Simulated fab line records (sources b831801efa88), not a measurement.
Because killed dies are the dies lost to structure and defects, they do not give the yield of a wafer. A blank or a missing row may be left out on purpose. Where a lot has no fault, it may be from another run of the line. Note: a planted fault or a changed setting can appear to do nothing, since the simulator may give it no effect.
Code-filled problem report in 8D (eight disciplines) form ; flow gf180mcu ; the parts of the form that need people (team, actions taken, sign-off) are left out

== 1. WHAT WENT WRONG ==
Mean of cdNm at GF_V3_CD_MEAS_14: 273.4 nm across 2 wafers in 2 lots; on wafers with no fault it is 260.1 nm (standard deviation 1). That is +13 standard deviations from the usual mean.
The step: target cd 260 nm.
The first sign was on wafer L716.5 at day 27 10:05, on cdSem-02. At this step, 39 wafers from 14 lots have a number in the record. Rule for "out" (also "out of limits"): further than 4 standard deviations from the usual mean. Any other wafer with a number is counted as sound.

== 2. WHAT IT IS, WHAT IT ISN'T ==
question;is;is not
which readings at this step;cdNm;-
which lots;L716, L719;L701, L702, L704, L705, L707, L709, L712, L713, L714, L715, L720, L723
which wafers of those lots;L716.5, L719.5;L719.4
read on which gauges;cdSem-02;cdSem-01
when;from day 27 10:05;"up to then (30 sound wafers); but 7 sound wafers of L719, L720, L723 came after"

== 3. WHAT RULES OUT EACH SUSPECT ==
Counting: if a tool at a process step up to the reading ran every lot that is out, it stays a suspect. Sound lots after the first of them don't rule it out here, since some wafers of a struck lot are sound.
- the gauge at GF_V3_CD_MEAS_14: kept. All the wafers that are out were read on cdSem-02, and no step on other tools shows them out.
- pvdSputter-02 at GF_M3_SPUTTER_01 (material TiN, target thk 30 nm, time 25 s): kept. Ran every lot that is out, first one L716 (day 25 17:29); last sound lot up to then L715 (day 25 10:00).
- krfScanner-02 at GF_V3_EXPOSE_11 (exposes mask Via3, target cd 260 nm): kept. Ran every lot that is out, first one L716 (day 26 23:38); last sound lot up to then L715 (day 26 18:49).
After the count, these remain: pvdSputter-02 at GF_M3_SPUTTER_01, krfScanner-02 at GF_V3_EXPOSE_11 and cdSem-02 at GF_V3_CD_MEAS_14.

== 4. THE CAUSE (what the simulator had put in) ==
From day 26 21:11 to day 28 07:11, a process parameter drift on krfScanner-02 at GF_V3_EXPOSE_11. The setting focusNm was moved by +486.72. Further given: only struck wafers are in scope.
Of the 3 suspects that counting leaves, this tool is one.

== 5. THE CHAIN OF EFFECTS, in route order ==
Rows list readings where the struck wafers' mean (over those with a number) sits beyond 3 standard deviations from the usual. Only readings whose record carries a usual standard deviation are examined. hours: median over the lots of the time between each lot's start at the first step of this table that gives one and its start at this step. sigmas: the change, counted in usual standard deviations.
hours;step;reading;usual;on struck wafers;change;sigmas
0;GF_V3_CD_MEAS_14;cdNm;260.1 nm;273.4;+13.3;+13
138;GF_PASSIVATION_PROBE_99;killed_at_M0_to_M3;20;35;+15;+3.1
It contains these process steps:
- GF_PASSIVATION_PROBE_99

== 6. WHAT WOULD HAVE CAUGHT IT SOONER ==
The first out-of-limits reading at a measuring or inspecting step in this record came at day 27 10:05, 13 hours after the fault's start at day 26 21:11.
Lots out: 2; of these, L719 started GF_V3_EXPOSE_11 on krfScanner-02 after day 27 10:05. Had the tool been put on hold then, it would have been spared.
